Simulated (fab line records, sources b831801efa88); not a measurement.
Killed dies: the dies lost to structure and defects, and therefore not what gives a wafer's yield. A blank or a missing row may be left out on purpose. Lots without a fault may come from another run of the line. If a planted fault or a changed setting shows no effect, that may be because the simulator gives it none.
A lot that was struck, set against a sound lot + flow sfqLine + 24 out of 325 route steps
Sound: wafers L843.1, L843.2, L843.6. Struck: wafer L849.1 (left out: L849.3, L849.4 of the same lot, which were not struck); the cause appears at the end.
At each step with rows: each side's tool, then ch and its chambers, then its first start. Under that, the readings that differ: sound wafers + struck wafers + difference of the means + sigmas: that difference in standard deviations of wafers without a fault.
alike: a reading whose means differ by less than 2 such deviations, as well as words and numbers matching on both sides. not compared: withheld readings; readings where some wafer has no value; bounds like >300 that might hide an equal value; numbers whose values overlap and for which the record gives no deviation.
The two part at a step that has a row with sigmas, a row that says differs or no value, or rows on one side only. Non-overlapping numbers with no deviation appear without sigmas and do not part them. A reading missing from all wafers of one side parts the sides only when that side holds two or more wafers.

first, 6 steps without rows for these wafers: SFQ_TRILAYER_I6_VIA_LITHO_COAT_174 (resist thk 62 nm); SFQ_TRILAYER_I6_VIA_LITHO_COAT_169 (resist thk 650 nm); SFQ_TRILAYER_I6_VIA_LITHO_SOFTBAKE_173; SFQ_TRILAYER_I6_VIA_LITHO_EXPOSE_170 (exposes mask I6, target cd 700 nm); SFQ_TRILAYER_I6_VIA_LITHO_PEB_172 (peb time 60 s); SFQ_TRILAYER_I6_VIA_LITHO_DEVELOP_171 (time 60 s).
SFQ_I6_OVL_MEAS_942:
  struck on overlay-02, day 80 08:50; sound on overlay-01, day 79 06:28
  alike: I6_OVL
SFQ_TRILAYER_I6_VIA_BARC_OPEN_VIA_ETCH_235: etches BARC in O2, target depth 125 nm, time 41.7 s.
  sound on rieDiel-04 ch 1,2,3, day 79 06:31; struck on rieDiel-04 ch 1, day 80 08:52
  alike: biasW, drypumpMotorCurrentA, oesProductAu
  not compared: rfHoursCounterH
SFQ_TRILAYER_I6_VIA_ETCH_VIA_ETCH_172: etches SiO2 in CHF3, stops on Nb, target depth 260 nm.
  sound on rieDiel-04 ch 1,2,3, day 79 06:33; struck on rieDiel-04 ch 1, day 80 08:55
  alike: biasW, drypumpMotorCurrentA, oesProductAu
SFQ_TRILAYER_I6_VIA_STRIP_STRIP_173: strips in O2.
  sound on rieMetal-02 ch 0,1, day 79 06:40; struck on rieMetal-01 ch 1, day 80 09:02
  alike: drypumpMotorCurrentA, oesProductAu
  not compared: rfHoursCounterH
then, 2 steps without rows for these wafers: SFQ_TRILAYER_I6_VIA_STRIP_SOLV_CLEAN_174 (cleans in NMP, time 600 s); SFQ_TRILAYER_M7_DEP_PRE_CLEAN_176 (time 22.5 s).
SFQ_TRILAYER_M7_DEP_SPUTTER_175: material Nb, target thk 200 nm, time 133.3 s.
  struck on pvdSputter-03, day 80 09:50; sound on pvdSputter-06, day 79 07:28
  alike: throttleValvePct
SFQ_M7_RS_MEAS_943: uses a four-point probe to measure.
  struck on filmMetro-02, day 80 09:55; sound on filmMetro-02, day 79 07:33
| reading           | sound             | struck | difference | sigmas |
|-------------------|-------------------|--------|------------|--------|
| M7_NB_RS (ohm/sq) | 0.890 0.900 0.890 | 1.142  | +0.249     | +25    |
then, 6 steps without rows for these wafers: SFQ_TRILAYER_M7_LITHO_COAT_182 (resist thk 62 nm); SFQ_TRILAYER_M7_LITHO_COAT_177 (resist thk 600 nm); SFQ_TRILAYER_M7_LITHO_SOFTBAKE_181; SFQ_TRILAYER_M7_LITHO_EXPOSE_178 (exposes mask M7, target cd 500 nm); SFQ_TRILAYER_M7_LITHO_PEB_180 (peb time 60 s); SFQ_TRILAYER_M7_LITHO_DEVELOP_179 (time 60 s).
-- the record jumps here: 4 days lie between the struck wafers' starts before and after --
SFQ_M7_OVL_MEAS_945:
  struck on overlay-01, day 84 12:01; sound on overlay-02, day 83 09:01
  alike: M7_OVL
SFQ_TRILAYER_M7_BARC_OPEN_METAL_ETCH_229: etches BARC in O2, target depth 125 nm, time 41.7 s.
  sound on rieMetal-02 ch 0,1, day 83 09:03; struck on rieMetal-04 ch 0, day 84 12:03
  alike: biasW, drypumpMotorCurrentA, oesProductAu
  not compared: rfHoursCounterH
SFQ_TRILAYER_M7_ETCH_METAL_ETCH_180: etches Nb in Cl2/Ar, stops on SiO2, target depth 240 nm, time 120 s.
  sound on rieMetal-02 ch 0,1, day 83 09:07; struck on rieMetal-04 ch 0, day 84 12:07
| reading             | sound             | struck | difference | sigmas |
|---------------------|-------------------|--------|------------|--------|
| oesProductAu (a.u.) | 0.892 0.890 0.897 | 0.797  | -0.096     | -12    |
  alike: biasW, drypumpMotorCurrentA
  not compared: rfHoursCounterH
SFQ_TRILAYER_M7_STRIP_STRIP_181: strips in O2.
  sound on rieMetal-02 ch 0,1, day 83 09:14; struck on rieMetal-04 ch 0, day 84 12:14
| reading             | sound             | struck | difference | sigmas |
|---------------------|-------------------|--------|------------|--------|
| oesProductAu (a.u.) | 1.009 1.009 1.006 | 0.989  | -0.019     | -2     |
  alike: drypumpMotorCurrentA
  not compared: rfHoursCounterH

== WHERE THEY PART ==
Last at SFQ_TRILAYER_M7_STRIP_STRIP_181 as far as this record goes, first at SFQ_M7_RS_MEAS_943.

WHY: what the simulator had put in
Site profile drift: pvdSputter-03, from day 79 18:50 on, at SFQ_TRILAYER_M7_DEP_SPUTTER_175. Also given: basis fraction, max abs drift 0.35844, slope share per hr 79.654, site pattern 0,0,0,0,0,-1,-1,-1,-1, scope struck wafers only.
